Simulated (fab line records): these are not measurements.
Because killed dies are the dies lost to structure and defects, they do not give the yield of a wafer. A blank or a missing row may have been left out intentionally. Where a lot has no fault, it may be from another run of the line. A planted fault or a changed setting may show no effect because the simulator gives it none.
Which tool did it? ; flow sky130 ; 14 lots with 42 wafers sampled at 4 steps, on a route of 708 steps

## WHAT THE GAUGES SHOWED, per wafer
SKY_CAPM_THK_MEAS_04: measures by xrf.
lot;measured;on;CAPM_TIN_THK (nm)
L296;day 36 07:58;film metro-01;194.0 201.4 197.5
L297;day 36 11:47;film metro-01;199.8 196.3 199.4
L298;day 36 17:34;film metro-01;202.8 199.6 195.7
L301;day 38 11:37;film metro-02;198.6 197.8 198.3
L300;day 38 17:03;film metro-04;198.2 198.1 197.5
L299;day 38 18:01;film metro-04;197.5 197.1 197.7
L302;day 38 20:02;film metro-01;202.4 199.5 198.7
L305;day 40 08:04;film metro-02;201.1 198.7 197.9
L306;day 40 08:50;film metro-01;195.5 195.3 199.7
L308;day 40 09:07;film metro-02;196.5 199.4 198.0
L311;day 40 16:34;film metro-02;204.6 201.8 199.6
L310;day 40 19:50;film metro-04;199.9 199.0 203.5
L312;day 41 04:57;film metro-01;198.6 197.7 196.8
L318;day 42 19:11;film metro-01;196.5 198.3 196.2

SKY_PAD_OPEN_BOW_MEAS_13.
lot;measured;on;PAD_OPEN_BOW (um)
L296;day 45 16:17;film metro-01;64 56 62
L297;day 45 23:32;film metro-02;48 50 47
L298;day 46 02:11;film metro-02;52 51 45
L301;day 47 11:19;film metro-02;47 46 52
L300;day 47 14:50;film metro-03;50 58 59
L299;day 47 16:22;film metro-03;48 50 42
L302;day 47 19:22;film metro-01;48 46 52
L305;day 49 00:16;film metro-02;45 43 67
L306;day 49 00:42;film metro-01;38 34 34
L308;day 49 01:45;film metro-02;33 43 40
L311;day 49 02:33;film metro-02;51 38 49
L310;day 49 05:37;film metro-03;58 55 61
L312;day 49 13:55;film metro-01;30 49 48
L318;day 50 16:11;film metro-03;40 43 29

## TOOL THAT RAN EACH LOT (tool first, then ch and the chambers of the sampled wafers, then the start)
lot;SKY_METAL3_ETCH_17;SKY_CAP2M_CLEAN_16
L296;rie diel-03 ch 0,1,3, day 38 13:23;wet bench-02 ch 3, day 40 17:19
L297;rie diel-03 ch 2,3, day 38 17:29;wet bench-02 ch 3, day 40 22:17
L298;rie diel-03 ch 0,1, day 38 23:02;wet bench-03 ch 3, day 41 03:12
L301;rie diel-04 ch 0,1,2, day 40 13:35;wet bench-04 ch 3, day 42 17:00
L300;rie diel-03 ch 0,1,2, day 40 19:14;wet bench-03 ch 3, day 42 22:02
L299;rie diel-02 ch 0,2,3, day 40 19:53;wet bench-04 ch 1, day 42 22:51
L302;rie diel-02 ch 0,2,3, day 41 00:50;wet bench-03 ch 3, day 43 04:05
L305;rie diel-02 ch 1,2,3, day 42 08:46;wet bench-03 ch 2, day 44 10:43
L306;rie diel-03 ch 0,1, day 42 09:07;wet bench-03 ch 2, day 44 11:28
L308;rie diel-02 ch 0,1,3, day 42 09:17;wet bench-03 ch 0, day 44 11:35
L311;rie diel-03 ch 1,3, day 42 14:39;wet bench-02 ch 1, day 44 15:32
L310;rie diel-02 ch 0,1, day 42 19:13;wet bench-02 ch 0, day 44 19:56
L312;rie diel-04 ch 0,2, day 43 04:40;wet bench-02 ch 3, day 45 05:29
L318;rie diel-04 ch 0,1,2, day 44 17:49;wet bench-04 ch 0, day 46 14:58
- SKY_METAL3_ETCH_17: etches SiO2 in C4F8/O2/Ar, stops on TiN, time 3.9 s, target depth 15 nm.
- SKY_CAP2M_CLEAN_16: cleans in IPA, time 180 s.

## WHAT THE TOOLS THEMSELVES READ (means of the sampled wafers that have a number; where no wafer has one, the mark that the record gives instead)
SKY_METAL3_ETCH_17.
lot;tool;oes product au (a.u.)
L296;rie diel-03;0.743
L297;rie diel-03;0.749
L298;rie diel-03;0.745
L301;rie diel-04;0.749
L300;rie diel-03;0.755
L299;rie diel-02;0.742
L302;rie diel-02;0.746
L305;rie diel-02;0.751
L306;rie diel-03;0.754
L308;rie diel-02;0.754
L311;rie diel-03;0.750
L310;rie diel-02;0.747
L312;rie diel-04;0.751
L318;rie diel-04;0.744

SKY_CAP2M_CLEAN_16.
lot;tool;temp c (C)
L296;wet bench-02;24.92
L297;wet bench-02;24.86
L298;wet bench-03;25.03
L301;wet bench-04;25.02
L300;wet bench-03;25.06
L299;wet bench-04;25.05
L302;wet bench-03;24.98
L305;wet bench-03;25.03
L306;wet bench-03;24.97
L308;wet bench-03;25.06
L311;wet bench-02;25.06
L310;wet bench-02;24.85
L312;wet bench-02;24.98
L318;wet bench-04;24.96

## THE ANSWER, worked out from the rows above alone
Rule: the usual values come from the lots themselves. Put in order of their means at a reading, lots are off if they are a third of the lots or fewer, leave a main group of 4 or more, and stand apart from it by a gap of 3 or more times the standard deviation of the main group's means; of several such gaps the widest counts. If all means in a main group match to the digits the tables above print for the reading, that group is not used. Also off: a lot with no number at a reading for which 4 or more lots have one. Any other lot the step has rows for is counted as sound. Order of review: gauges by route order, followed by the tools' own readings, for which a lot's mean as printed above is used. The first step at which some lot is off is used, and at that step the reading that is off furthest; a lot without a number counts as furthest.
Nothing can be told from this: no lot is off at any reading shown.

## WHAT THE SIMULATOR PUT IN
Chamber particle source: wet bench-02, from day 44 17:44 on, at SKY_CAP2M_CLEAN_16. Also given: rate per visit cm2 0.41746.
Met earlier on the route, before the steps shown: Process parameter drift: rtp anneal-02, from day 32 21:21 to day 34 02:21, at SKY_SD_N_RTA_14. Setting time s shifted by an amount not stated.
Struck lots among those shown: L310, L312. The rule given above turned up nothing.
